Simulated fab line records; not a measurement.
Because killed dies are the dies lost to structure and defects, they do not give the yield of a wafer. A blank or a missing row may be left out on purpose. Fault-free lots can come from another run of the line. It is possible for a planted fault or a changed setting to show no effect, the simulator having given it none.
Which tool was responsible? | flow sky130 | Sampling: 13 lots, 39 wafers, 6 of 708 route steps

WHAT THE GAUGES SHOWED, per wafer
SKY_NWELL_TW_MEAS_15. Usual: NWELL_TW gives 1816 (standard deviation 17).
lot  | measured    | on            | NWELL_TW       | flag
L886 | day 5 08:13 | film-metro-04 | 1821 1833 1823 |
L887 | day 5 08:14 | film-metro-03 | 1843 1845 1851 |
L888 | day 5 15:47 | film-metro-03 | 1846 1841 1834 |
L889 | day 5 18:52 | film-metro-03 | 1831 1842 1845 |
L890 | day 5 21:42 | film-metro-02 | 1821 1811 1808 |
L891 | day 5 23:04 | film-metro-04 | 1816 1815 1815 |
L892 | day 6 08:29 | film-metro-02 | 1788 1780 1795 |
L893 | day 6 09:09 | film-metro-02 | 1786 1798 1796 |
L894 | day 6 19:19 | film-metro-04 | 1844 1835 1827 |
L898 | day 7 11:48 | film-metro-03 | 1825 1827 1827 |
L900 | day 7 22:44 | film-metro-02 | 1887 1887 1883 | OFF
L901 | day 8 06:52 | film-metro-02 | 1872 1881 1870 | OFF
L903 | day 8 16:00 | film-metro-02 | 1793 1801 1801 |

SKY_NWELL_RS_MEAS_29: measurement is done with a four-point probe. Usual: NWELL_RS gives 625.6 ohm/sq (standard deviation 1.9).
lot  | measured    | on            | NWELL_RS (ohm/sq) | flag
L886 | day 6 02:51 | film-metro-02 | 626.1 623.5 623.8 |
L887 | day 6 02:58 | film-metro-04 | 625.7 623.8 623.0 |
L888 | day 6 11:10 | film-metro-03 | 622.0 623.3 622.0 |
L889 | day 6 14:39 | film-metro-04 | 625.2 625.0 624.1 |
L890 | day 6 17:07 | film-metro-02 | 623.7 623.7 620.7 |
L891 | day 6 17:56 | film-metro-03 | 624.1 624.6 625.7 |
L892 | day 7 03:52 | film-metro-03 | 627.7 627.0 627.0 |
L893 | day 7 04:41 | film-metro-02 | 624.8 623.8 622.9 |
L894 | day 7 14:59 | film-metro-02 | 625.8 626.4 625.7 |
L898 | day 8 07:54 | film-metro-03 | 626.4 623.8 627.1 |
L900 | day 8 19:42 | film-metro-02 | 579.7 579.5 580.0 | OFF
L901 | day 9 04:07 | film-metro-04 | 583.3 583.7 583.6 | OFF
L903 | day 9 13:19 | film-metro-04 | 626.8 626.6 624.5 |

SKY_CONTACT_THK_MEAS_01. Usual: CONTACT_CVD_00_THK gives 75.0 nm (standard deviation 1.1).
lot  | measured     | on            | CONTACT_CVD_00_THK (nm) | flag
L886 | day 31 06:28 | film-metro-01 | 74.7 74.0 76.2          |
L887 | day 31 11:50 | film-metro-01 | 74.7 74.0 76.7          |
L888 | day 32 01:13 | film-metro-04 | 76.3 75.4 76.4          |
L889 | day 32 02:48 | film-metro-01 | 74.3 75.6 77.1          |
L890 | day 32 07:04 | film-metro-04 | 74.5 72.8 75.5          |
L891 | day 32 09:48 | film-metro-04 | 75.3 74.7 76.9          |
L892 | day 32 20:11 | film-metro-04 | 74.5 74.8 74.9          |
L893 | day 33 01:44 | film-metro-03 | 74.7 76.0 76.4          |
L894 | day 33 14:26 | film-metro-01 | 73.7 75.2 74.5          |
L898 | day 34 07:53 | film-metro-04 | 74.5 75.1 76.8          |
L900 | day 35 02:39 | film-metro-01 | 73.5 72.4 75.2          |
L901 | day 35 10:22 | film-metro-03 | 75.1 76.5 75.0          |
L903 | day 35 21:29 | film-metro-01 | 75.4 74.5 76.4          |

SKY_METAL1_CD_MEAS_15: the cd target is 140 nm. Usual: cd-nm 139.9 nm, standard deviation 1.6.
lot  | measured     | on        | cd-nm (nm)        | flag
L886 | day 33 14:23 | cd-sem-01 | 139.4 139.7 138.8 |
L887 | day 33 21:27 | cd-sem-01 | 141.8 142.1 140.7 |
L888 | day 34 08:55 | cd-sem-01 | 139.8 139.6 139.5 |
L889 | day 34 11:00 | cd-sem-01 | 139.6 139.7 140.2 |
L890 | day 34 14:21 | cd-sem-02 | 139.6 139.6 139.5 |
L891 | day 34 17:10 | cd-sem-02 | 137.2 136.9 137.5 |
L892 | day 35 04:00 | cd-sem-01 | 139.5 138.3 137.8 |
L893 | day 35 08:18 | cd-sem-01 | 138.8 137.9 138.2 |
L894 | day 35 20:43 | cd-sem-01 | 138.8 138.8 138.5 |
L898 | day 36 15:55 | cd-sem-02 | 139.6 138.7 138.3 |
L900 | day 37 09:39 | cd-sem-01 | 139.9 139.7 139.4 |
L901 | day 37 18:02 | cd-sem-02 | 139.9 141.5 140.9 |
L903 | day 38 04:26 | cd-sem-01 | 143.7 143.4 142.6 |

SKY_METAL1_OVL_MEAS_16. Usual: METAL1_OVL gives 5 nm (standard deviation 5.8).
lot  | measured     | on         | METAL1_OVL (nm) | flag
L886 | day 33 14:29 | overlay-01 | -4 10 5         |
L887 | day 33 21:34 | overlay-02 | 5 7 11          |
L888 | day 34 08:59 | overlay-02 | -3 -6 -3        |
L889 | day 34 11:07 | overlay-01 | 3 4 5           |
L890 | day 34 14:28 | overlay-01 | 7 5 5           |
L891 | day 34 17:17 | overlay-01 | -8 -9 2         |
L892 | day 35 04:07 | overlay-01 | 6 2 4           |
L893 | day 35 08:25 | overlay-01 | 17 2 2          |
L894 | day 35 20:50 | overlay-02 | 8 9 4           |
L898 | day 36 16:02 | overlay-01 | 9 -2 3          |
L900 | day 37 09:46 | overlay-02 | 8 4 11          |
L901 | day 37 18:08 | overlay-01 | 3 6 3           |
L903 | day 38 04:33 | overlay-02 | 6 4 7           |

EACH LOT AND THE TOOL THAT RAN IT (in order: tool; ch and the chambers of the sampled wafers; start)
lot  | SKY_NWELL_IMPLANT_11
L886 | implanter-03 ch 0, day 5 07:41
L887 | implanter-02 ch 0, day 5 07:42
L888 | implanter-03 ch 0, day 5 15:17
L889 | implanter-01 ch 0, day 5 18:19
L890 | implanter-01 ch 0, day 5 21:10
L891 | implanter-03 ch 0, day 5 22:31
L892 | implanter-03 ch 0, day 6 07:57
L893 | implanter-02 ch 0, day 6 08:36
L894 | implanter-03 ch 0, day 6 18:46
L898 | implanter-03 ch 0, day 7 11:15
L900 | implanter-01 ch 0, day 7 22:11
L901 | implanter-01 ch 0, day 8 06:20
L903 | implanter-02 ch 0, day 8 15:27
- SKY_NWELL_IMPLANT_11

WHAT THE TOOLS THEMSELVES READ (means of the sampled wafers that have a number; where no wafer has one, the mark that the record gives instead)
SKY_NWELL_IMPLANT_11. Usual: dose-ions-cm2 1.8997e+13, standard deviation 2.1e+10; faraday-current-uA 107.2, standard deviation 2.2.
lot  | tool         | dose-ions-cm2 | faraday-current-uA | flag
L886 | implanter-03 | 1.8984e+13    | 104.6              |
L887 | implanter-02 | 1.9016e+13    | 108.1              |
L888 | implanter-03 | 1.8996e+13    | 108.4              |
L889 | implanter-01 | 1.8979e+13    | 106.6              |
L890 | implanter-01 | 1.8997e+13    | 105.9              |
L891 | implanter-03 | 1.9015e+13    | 106.3              |
L892 | implanter-03 | 1.9015e+13    | 107.6              |
L893 | implanter-02 | 1.8990e+13    | 106.6              |
L894 | implanter-03 | 1.8980e+13    | 108.4              |
L898 | implanter-03 | 1.9009e+13    | 104.7              |
L900 | implanter-01 | 2.1723e+13    | 121.9              | OFF
L901 | implanter-01 | 2.1700e+13    | 123.7              | OFF
L903 | implanter-02 | 1.8973e+13    | 107.4              |

THE ANSWER, worked out from the rows above alone
Rule: take the mean of a lot's wafers that have a number; if it is more than 3 standard deviations from the usual mean, the lot is off. A lot without any number at a reading at which 4 lots or more have one is off too. The other lots that the step has rows for count as sound. The gauges are gone through in route order, then the tools' own readings, and for those a lot's mean is taken as printed above. At the first step where some lot is off, the reading lying furthest off is the one used; lots without a number count as furthest.
Off: at SKY_NWELL_TW_MEAS_15 (NWELL_TW), L900, L901.
If a tool, at a process step before that reading, ran all the lots that are off and no sound lot after the first of them, it fits. The gauges at SKY_NWELL_TW_MEAS_15 aren't tried: what is off there is off at SKY_NWELL_IMPLANT_11 too, on other tools, and a gauge's error can't cause that. One fits: implanter-01 at SKY_NWELL_IMPLANT_11. A fault onset in the window from L890 (day 5 21:10, its last sound lot) to L900 (day 7 22:11, its first lot off) fits.
The tool's own readings at SKY_NWELL_IMPLANT_11 bear it out: on the lots that are off they differ by more than 5 times the standard deviation of the sound lots' means. dose-ions-cm2 reads 2.1712e+13 there against 1.8996e+13 on the sound lots; faraday-current-uA reads 122.8 there against 106.8 on the sound lots.

WHAT WAS PUT IN BY THE SIMULATOR
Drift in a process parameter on implanter-01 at SKY_NWELL_IMPLANT_11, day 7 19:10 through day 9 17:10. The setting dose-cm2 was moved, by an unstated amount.
Shown lots that were struck: L900, L901. This agrees with what the rule above found.
